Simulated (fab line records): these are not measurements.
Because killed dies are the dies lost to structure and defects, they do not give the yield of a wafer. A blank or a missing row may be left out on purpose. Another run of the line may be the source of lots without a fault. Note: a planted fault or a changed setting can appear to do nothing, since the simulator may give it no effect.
Chamber matching ; flow gf180mcu ; GF_SAB_ETCH_11 on rie-diel-02 has 4 sister chambers
The step etches SiO2 in C4F8/O2/Ar, target depth 55 nm, time 8.5 s. 16 wafers are shown with their chamber, then 8 later ones without.

## WAFERS PAIRED WITH THEIR CHAMBERS
wafer;chamber;oes-product-au (a.u.);chamber-pressure-mTorr (mTorr)
L109.1;1;1.015;40.03
L109.3;0;0.993;40.08
L109.6;1;1.006;40.05
L114.2;1;1.010;40.03
L114.4;2;1.020;39.98
L114.6;3;1.005;40.02
L115.1;1;1.015;40.00
L115.2;2;1.009;40.00
L115.5;0;1.003;40.05
L117.1;0;0.993;39.94
L117.4;3;0.995;40.05
L117.5;2;1.008;39.96
L118.1;3;0.995;39.94
L118.4;1;1.013;39.95
L118.5;0;1.000;39.93
L119.1;2;1.008;39.99

SIGNATURES (averages over the wafers above)
reading;chamber 0;chamber 1;chamber 2;chamber 3;scatter within a chamber
oes-product-au;0.99725;1.01180;1.01125;0.99833;0.00504
chamber-pressure-mTorr;40.0000;40.0120;39.9825;40.0033;0.0507
Rule: for a wafer and a chamber, the distance is found by dividing, reading by reading, the gap between the wafer's reading and the chamber's mean by the reading's scatter, squaring, summing and taking the root. The wafer belongs to the nearest chamber; if the next one is less than 2 further off, it can't be placed. The scatter: the root of (the sum of the squares of (reading less its chamber's mean) over the shown wafers, divided by (wafers less chambers)).

## WAFERS WITH NO CHAMBER GIVEN
wafer;oes-product-au (a.u.);chamber-pressure-mTorr (mTorr)
L119.2;0.997;40.05
L119.4;0.991;39.99
L121.3;1.011;39.89
L121.4;0.991;40.03
L121.5;0.984;39.97
L129.1;0.997;40.01
L129.4;1.002;40.07
L129.6;1.008;40.05

## WHICH CHAMBER EACH WENT THROUGH
wafer;from the rows above;in truth
L119.2;can't be placed: 3 or 0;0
L119.4;can't be placed: 0 or 3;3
L121.3;can't be placed: 2 or 1 or 3 or 0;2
L121.4;can't be placed: 0 or 3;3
L121.5;can't be placed: 0 or 3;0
L129.1;can't be placed: 0 or 3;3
L129.4;can't be placed: 3 or 0 or 1 or 2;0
L129.6;can't be placed: 1 or 2 or 3 or 0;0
Placed correctly: 0 of 8. Not placeable from these rows: 8 (in 8, the candidates include the true chamber). 0 placed wrongly.
